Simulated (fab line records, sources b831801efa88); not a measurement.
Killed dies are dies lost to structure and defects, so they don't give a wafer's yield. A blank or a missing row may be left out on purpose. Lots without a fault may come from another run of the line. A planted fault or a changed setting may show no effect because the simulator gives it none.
Which tool did it? | flow gf180mcu | 11 lots, 32 wafers sampled, at 5 steps of a route of 602

WHAT THE GAUGES READ, wafer by wafer
GF_CONTACT_BOW_MEAS_05.
lot  | measured     | on            | CONTACT_BOW (um)
L934 | day 15 17:19 | film_metro-01 | 65 66 62
L935 | day 15 22:15 | film_metro-01 | 72 63 61
L936 | day 16 18:37 | film_metro-02 | 55 57 80
L937 | day 16 23:03 | film_metro-02 | 67 63 68
L939 | day 17 12:16 | film_metro-03 | 73 64 87
L938 | day 17 16:00 | film_metro-02 | 59 63 69
L940 | day 17 19:16 | film_metro-02 | 68 67 72
L950 | day 21 10:47 | film_metro-01 | 66 73
L951 | day 21 20:14 | film_metro-03 | 65 76 73
L955 | day 23 04:44 | film_metro-02 | 67 58 53
L957 | day 23 13:55 | film_metro-03 | 65 69 76

GF_M2_CD_MEAS_14: target cd 280 nm.
lot  | measured     | on        | cd_nm (nm)
L934 | day 19 20:25 | cd_sem-02 | 278.6 278.0 278.5
L935 | day 20 01:11 | cd_sem-01 | 280.3 280.7 281.1
L936 | day 20 23:51 | cd_sem-01 | 278.5 279.2 278.4
L937 | day 21 03:28 | cd_sem-02 | 279.0 280.2 279.5
L939 | day 21 18:02 | cd_sem-02 | 278.3 278.6 277.8
L938 | day 21 20:33 | cd_sem-01 | 280.5 282.0 280.7
L940 | day 22 00:45 | cd_sem-01 | 278.9 280.0 277.8
L950 | day 25 11:39 | cd_sem-01 | 280.5 264.6
L951 | day 25 18:29 | cd_sem-02 | 280.2 281.0 279.4
L955 | day 27 01:40 | cd_sem-02 | 281.0 279.0 279.8
L957 | day 27 09:25 | cd_sem-01 | 280.2 279.6 279.6

GF_M3_RS_MEAS_05: measures by four-point-probe.
lot  | measured     | on            | M3_ALCU_RS (ohm/sq)
L934 | day 21 00:08 | film_metro-04 | 0.0699 0.0687 0.0690
L935 | day 21 04:58 | film_metro-03 | 0.0695 0.0703 0.0688
L936 | day 22 02:40 | film_metro-04 | 0.0692 0.0692 0.0694
L937 | day 22 07:00 | film_metro-03 | 0.0692 0.0691 0.0695
L939 | day 22 20:46 | film_metro-03 | 0.0693 0.0696 0.0695
L938 | day 23 00:08 | film_metro-04 | 0.0698 0.0697 0.0696
L940 | day 23 02:46 | film_metro-03 | 0.0691 0.0691 0.0695
L950 | day 26 12:53 | film_metro-02 | 0.0700 0.0702
L951 | day 26 19:06 | film_metro-02 | 0.0697 0.0701 0.0705
L955 | day 28 01:02 | film_metro-02 | 0.0694 0.0689 0.0700
L957 | day 28 09:14 | film_metro-03 | 0.0699 0.0692 0.0692

WHICH TOOL RAN EACH LOT (tool, then ch and the chambers of the sampled wafers, then the start)
lot  | GF_M2_EXPOSE_11                   | GF_V2_STRIP_18
L934 | krf_scanner-02 ch 0, day 19 08:14 | plasma_asher-01 ch 0,1, day 20 22:40
L935 | krf_scanner-02 ch 0, day 19 13:29 | plasma_asher-03 ch 0,1, day 21 03:31
L936 | krf_scanner-02 ch 0, day 20 11:00 | plasma_asher-02 ch 0,1, day 22 01:12
L937 | krf_scanner-02 ch 0, day 20 15:16 | plasma_asher-02 ch 0,1, day 22 05:31
L939 | krf_scanner-02 ch 0, day 21 05:50 | plasma_asher-01 ch 0,1, day 22 19:19
L938 | krf_scanner-02 ch 0, day 21 08:24 | plasma_asher-01 ch 0,1, day 22 22:40
L940 | krf_scanner-02 ch 0, day 21 12:18 | plasma_asher-01 ch 0,1, day 23 01:15
L950 | krf_scanner-01 ch 0, day 25 01:34 | plasma_asher-02 ch 0,1, day 26 11:25
L951 | krf_scanner-02 ch 0, day 25 08:34 | plasma_asher-02 ch 0, day 26 17:38
L955 | krf_scanner-02 ch 0, day 26 14:48 | plasma_asher-01 ch 0,1, day 27 23:27
L957 | krf_scanner-02 ch 0, day 26 23:26 | plasma_asher-02 ch 0,1, day 28 07:46
- GF_M2_EXPOSE_11: exposes mask Metal2, target cd 280 nm.
- GF_V2_STRIP_18: strips in O2/N2.

WHAT THE TOOLS THEMSELVES READ (means of the sampled wafers that have a number; where no wafer has one, the mark that the record gives instead)
GF_V2_STRIP_18.
lot  | tool            | drypump_motor_current_A (A) | heater_power_w (W) | oes_product_au (a.u.)
L934 | plasma_asher-01 | 5.5                         | 378                | 0.597
L935 | plasma_asher-03 | 5.8                         | 315                | 0.592
L936 | plasma_asher-02 | 6.4                         | 381                | 0.595
L937 | plasma_asher-02 | 6.2                         | 368                | 0.589
L939 | plasma_asher-01 | 5.5                         | 377                | 0.586
L938 | plasma_asher-01 | 5.2                         | 329                | 0.595
L940 | plasma_asher-01 | 5.5                         | 382                | 0.590
L950 | plasma_asher-02 | 6.3                         | 372                | 0.591
L951 | plasma_asher-02 | 6.1                         | 350                | 0.592
L955 | plasma_asher-01 | 5.2                         | 335                | 0.592
L957 | plasma_asher-02 | 6.4                         | 376                | 0.592

THE ANSWER, worked out from the rows above alone
Rule: what is usual is taken from the lots themselves. Put in order of their means at a reading, lots are off if they are a third of the lots or fewer, leave a main group of 4 or more, and stand apart from it by a gap of 3 or more times the standard deviation of the main group's means; of several such gaps the widest counts. A main group whose means are all the same, to the digits that the tables above print for the reading, isn't used. A lot without any number at a reading at which 4 lots or more have one is off too. The other lots that the step has rows for count as sound. The gauges are gone through in route order, then the tools' own readings, and for those a lot's mean is taken as printed above. The first step at which some lot is off is used, and at that step the reading that is off furthest; a lot without a number counts as furthest.
Off: L950, at GF_M2_CD_MEAS_14 (cd_nm). The main group: mean 279.5 nm, standard deviation 0.92.
A tool fits if, at a process step before that reading, it ran every lot that is off, and no sound lot after the first of them. The gauges at GF_M2_CD_MEAS_14 are tried like those tools. One fits: krf_scanner-01 at GF_M2_EXPOSE_11. It ran no sound lot before its first lot that is off in this sample, so the start can't be narrowed down.

WHAT THE SIMULATOR HAD PUT IN
Process parameter drift: krf_scanner-01, from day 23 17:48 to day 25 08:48, at GF_M2_EXPOSE_11. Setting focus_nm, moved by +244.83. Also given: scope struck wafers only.
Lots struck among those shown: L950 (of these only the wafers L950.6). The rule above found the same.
